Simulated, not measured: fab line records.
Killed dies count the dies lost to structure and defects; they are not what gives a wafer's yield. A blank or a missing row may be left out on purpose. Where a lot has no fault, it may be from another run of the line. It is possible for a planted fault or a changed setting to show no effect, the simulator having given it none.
Which tool is to blame? -- flow sky130 -- 42 wafers from 14 lots sampled at 5 of the route's 708 steps

## WHAT EACH GAUGE READ, for each wafer
SKY_POLY_GATE_OVL_MEAS_14. Usual: POLY_GATE_OVL typically reads 0 nm, with standard deviation 5.3.
lot,measured,on,POLY_GATE_OVL (nm),flag
L870,day 17 20:43,overlay-01,0 0 4,
L873,day 17 21:10,overlay-02,6 1 3,
L871,day 17 21:31,overlay-01,1 5 1,
L872,day 17 22:08,overlay-01,4 2 8,
L875,day 17 22:14,overlay-01,11 9 2,
L877,day 19 03:58,overlay-02,-7 3 -9,
L878,day 19 11:25,overlay-01,2 0 -3,
L879,day 19 17:01,overlay-02,9 0 -1,
L881,day 20 05:17,overlay-01,4 5 4,
L880,day 20 07:25,overlay-01,-2 -3 -1,
L883,day 21 01:22,overlay-02,-7 -14 -2,
L884,day 21 08:19,overlay-02,-2 7 2,
L885,day 21 17:44,overlay-01,-3 -3 -3,
L886,day 22 13:07,overlay-02,4 -2 4,

SKY_LDD_P_OVL_MEAS_08. Usual: LDD_P_OVL typically reads 0.0 nm, with standard deviation 1.4.
lot,measured,on,LDD_P_OVL (nm),flag
L870,day 20 11:46,overlay-01,0.4 1.5 1.9,
L873,day 20 13:28,overlay-02,-0.8 -0.5 1.0,
L871,day 20 14:34,overlay-01,0.6 -0.6 0.4,
L872,day 20 14:52,overlay-02,-0.6 0.6 -0.5,
L875,day 20 14:52,overlay-01,0.0 -0.7 -0.1,
L877,day 21 20:07,overlay-01,1.5 3.0 0.1,
L878,day 22 03:49,overlay-01,0.3 -0.7 -0.8,
L879,day 22 09:04,overlay-02,0.8 -1.1 1.8,
L881,day 22 20:59,overlay-02,1.3 -1.1 -0.9,
L880,day 22 23:28,overlay-01,-0.6 1.0 1.7,
L883,day 23 17:40,overlay-01,0.4 -0.7 0.9,
L884,day 23 23:13,overlay-01,-1.7 -1.0 -2.0,
L885,day 24 08:41,overlay-01,-1.8 -0.7 -0.2,
L886,day 25 04:31,overlay-01,-1.2 0.2 0.6,

SKY_LDD_HVP_OVL_MEAS_07. Usual: LDD_HVP_OVL typically reads -0.5 nm, with standard deviation 1.3.
lot,measured,on,LDD_HVP_OVL (nm),flag
L870,day 23 00:09,overlay-01,-1.1 0.2 1.5,
L873,day 23 03:21,overlay-02,-2.4 0.8 -0.1,
L871,day 23 03:30,overlay-01,-0.7 -2.3 -1.8,
L872,day 23 03:48,overlay-01,0.8 -0.6 -0.5,
L875,day 23 04:36,overlay-02,0.6 0.2 -0.2,
L877,day 24 08:25,overlay-02,0.3 1.0 0.4,
L878,day 24 15:11,overlay-01,-2.9 -0.7 -2.2,
L879,day 24 20:51,overlay-01,-1.5 -1.1 -2.4,
L881,day 25 08:54,overlay-01,1.1 -0.4 0.9,
L880,day 25 11:31,overlay-02,-1.2 -1.1 -2.8,
L883,day 26 03:26,overlay-01,-2.4 -2.6 -1.2,
L884,day 26 10:38,overlay-02,-1.8 -1.4 -0.2,
L885,day 26 19:28,overlay-01,-0.3 -1.3 -2.9,
L886,day 27 14:36,overlay-02,-0.8 -1.1 -0.2,

## TOOL THAT RAN EACH LOT (tool first, then ch and the chambers of the sampled wafers, then the start)
lot,SKY_LDD_N_IMPLANT_10,SKY_LDD_N_STRIP_16
L870,"implanter-01 ch 0, day 19 04:24","plasma_asher-01 ch 0,1, day 19 05:17"
L873,"implanter-02 ch 0, day 19 05:26","plasma_asher-04 ch 0,1, day 19 06:20"
L871,"implanter-01 ch 0, day 19 06:04","plasma_asher-03 ch 1, day 19 06:56"
L872,"implanter-04 ch 0, day 19 06:43","plasma_asher-01 ch 0,1, day 19 07:35"
L875,"implanter-02 ch 0, day 19 06:59","plasma_asher-04 ch 0,1, day 19 07:53"
L877,"implanter-02 ch 0, day 20 12:39","plasma_asher-03 ch 0,1, day 20 13:32"
L878,"implanter-01 ch 0, day 20 20:29","plasma_asher-01 ch 0,1, day 20 21:23"
L879,"implanter-01 ch 0, day 21 01:29","plasma_asher-01 ch 0,1, day 21 02:23"
L881,"implanter-04 ch 0, day 21 14:27","plasma_asher-04 ch 0,1, day 21 15:20"
L880,"implanter-02 ch 0, day 21 16:18","plasma_asher-03 ch 0,1, day 21 17:11"
L883,"implanter-01 ch 0, day 22 10:23","plasma_asher-01 ch 0,1, day 22 11:17"
L884,"implanter-02 ch 0, day 22 16:17","plasma_asher-03 ch 0,1, day 22 17:11"
L885,"implanter-01 ch 0, day 23 02:02","plasma_asher-03 ch 0,1, day 23 02:55"
L886,"implanter-01 ch 0, day 23 21:47","plasma_asher-03 ch 0,1, day 23 22:41"
- SKY_LDD_N_IMPLANT_10
- SKY_LDD_N_STRIP_16: strips in O2/N2.

## WHAT THE TOOLS THEMSELVES READ (means of the sampled wafers that have a number; where no wafer has one, the mark that the record gives instead)
SKY_LDD_N_STRIP_16. Usual: chamber_pressure_mTorr 1500.0 mTorr, standard deviation 1.3; drypump_motor_current_A 5.8 A, standard deviation 0.41; oes_product_au 0.407 a.u., standard deviation 0.0045; strip_time_to_endpoint_s 4.317 s, standard deviation 0.012.
lot,tool,chamber_pressure_mTorr (mTorr),drypump_motor_current_A (A),oes_product_au (a.u.),strip_time_to_endpoint_s (s),flag
L870,plasma_asher-01,1498.8,5.7,0.408,4.315,
L873,plasma_asher-04,1500.3,6.0,0.407,4.306,
L871,plasma_asher-03,1499.4,5.3,0.406,4.305,
L872,plasma_asher-01,1499.5,5.8,0.404,4.323,
L875,plasma_asher-04,1500.6,6.0,0.405,4.309,
L877,plasma_asher-03,1500.0,5.6,0.405,4.309,
L878,plasma_asher-01,1499.6,6.0,0.406,4.305,
L879,plasma_asher-01,1499.4,5.9,0.411,4.322,
L881,plasma_asher-04,1499.8,6.0,0.408,4.318,
L880,plasma_asher-03,1500.0,5.6,0.406,4.315,
L883,plasma_asher-01,1501.2,5.9,0.408,4.233,OFF
L884,plasma_asher-03,1499.4,5.5,0.412,4.238,OFF
L885,plasma_asher-03,1500.9,5.5,0.411,4.227,OFF
L886,plasma_asher-03,1499.6,5.6,0.408,4.234,OFF

## THE ANSWER, worked out from the rows above alone
Rule: a lot counts as off when the mean over its wafers that have a number is more than 3 standard deviations away from the usual mean. A lot without any number at a reading at which 4 lots or more have one is off too. Any other lot the step has rows for is counted as sound. The gauges are gone through in route order, then the tools' own readings, and for those a lot's mean is taken as printed above. The first step at which some lot is off is used, and at that step the reading that is off furthest; a lot without a number counts as furthest.
Off at SKY_LDD_N_STRIP_16 (strip_time_to_endpoint_s): L883, L884, L885, L886.
If a tool, at that step or one of the process steps before it, ran each lot that is off and ran no sound lot following the first of them, it fits. None of those tried fits.

## WHAT WAS PUT IN BY THE SIMULATOR
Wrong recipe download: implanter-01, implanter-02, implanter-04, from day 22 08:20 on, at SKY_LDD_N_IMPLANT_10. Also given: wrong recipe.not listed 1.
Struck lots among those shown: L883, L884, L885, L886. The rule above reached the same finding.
